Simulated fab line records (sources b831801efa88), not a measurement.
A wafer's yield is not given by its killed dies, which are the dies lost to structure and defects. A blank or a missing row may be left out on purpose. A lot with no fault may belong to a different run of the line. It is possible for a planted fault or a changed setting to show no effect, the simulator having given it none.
Chamber matching / flow gf180mcu / GF_PASSIVATION_CVD_00 on pecvd-03: 3 sister chambers
The step deposits SiO2 from TEOS, target thk 1000 nm, time 111.95 s. 18 wafers are shown with their chamber, then 9 later ones without.

== EACH WAFER AND ITS CHAMBER ==
wafer=L080.1; chamber=1; heater_power_w (W)=538
wafer=L080.3; chamber=2; heater_power_w (W)=705
wafer=L080.6; chamber=2; heater_power_w (W)=560
wafer=L081.2; chamber=2; heater_power_w (W)=682
wafer=L081.4; chamber=1; heater_power_w (W)=509
wafer=L081.6; chamber=2; heater_power_w (W)=715
wafer=L082.2; chamber=0; heater_power_w (W)=635
wafer=L082.3; chamber=2; heater_power_w (W)=596
wafer=L082.6; chamber=1; heater_power_w (W)=561
wafer=L084.3; chamber=2; heater_power_w (W)=672
wafer=L084.4; chamber=0; heater_power_w (W)=526
wafer=L084.5; chamber=2; heater_power_w (W)=704
wafer=L085.1; chamber=1; heater_power_w (W)=438
wafer=L085.5; chamber=2; heater_power_w (W)=692
wafer=L085.6; chamber=1; heater_power_w (W)=499
wafer=L086.2; chamber=2; heater_power_w (W)=621
wafer=L086.4; chamber=1; heater_power_w (W)=532
wafer=L086.5; chamber=2; heater_power_w (W)=651

SIGNATURES, as means of the wafers listed above
reading=heater_power_w; chamber 0=580.50; chamber 1=512.83; chamber 2=659.80; scatter within a chamber=51.3
Rule: distance of a wafer from a chamber = root of the sum over the readings of ((wafer's reading minus chamber's mean) / reading's scatter) squared. The wafer belongs to the nearest chamber; if the next one is less than 2 further off, it can't be placed. The scatter: take each reading less its chamber's mean, square it, sum over the shown wafers, divide by the number of wafers less the number of chambers, and take the root.

== WAFERS MISSING THEIR CHAMBER ==
wafer=L087.2; heater_power_w (W)=536
wafer=L087.3; heater_power_w (W)=569
wafer=L087.5; heater_power_w (W)=607
wafer=L090.1; heater_power_w (W)=691
wafer=L090.5; heater_power_w (W)=615
wafer=L090.6; heater_power_w (W)=558
wafer=L092.1; heater_power_w (W)=490
wafer=L092.2; heater_power_w (W)=633
wafer=L092.4; heater_power_w (W)=525

== THE CHAMBER EACH PASSED THROUGH ==
wafer=L087.2; from the rows above=can't be placed: 1 or 0 or 2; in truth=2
wafer=L087.3; from the rows above=can't be placed: 0 or 1 or 2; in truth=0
wafer=L087.5; from the rows above=can't be placed: 0 or 2 or 1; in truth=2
wafer=L090.1; from the rows above=can't be placed: 2 or 0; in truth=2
wafer=L090.5; from the rows above=can't be placed: 0 or 2 or 1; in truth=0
wafer=L090.6; from the rows above=can't be placed: 0 or 1 or 2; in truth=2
wafer=L092.1; from the rows above=can't be placed: 1 or 0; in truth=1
wafer=L092.2; from the rows above=can't be placed: 2 or 0 or 1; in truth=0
wafer=L092.4; from the rows above=can't be placed: 1 or 0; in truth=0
Correct placement for 0 of the 9. These rows do not allow placing 9 (true chamber among the candidates in 9). 0 placed wrongly.
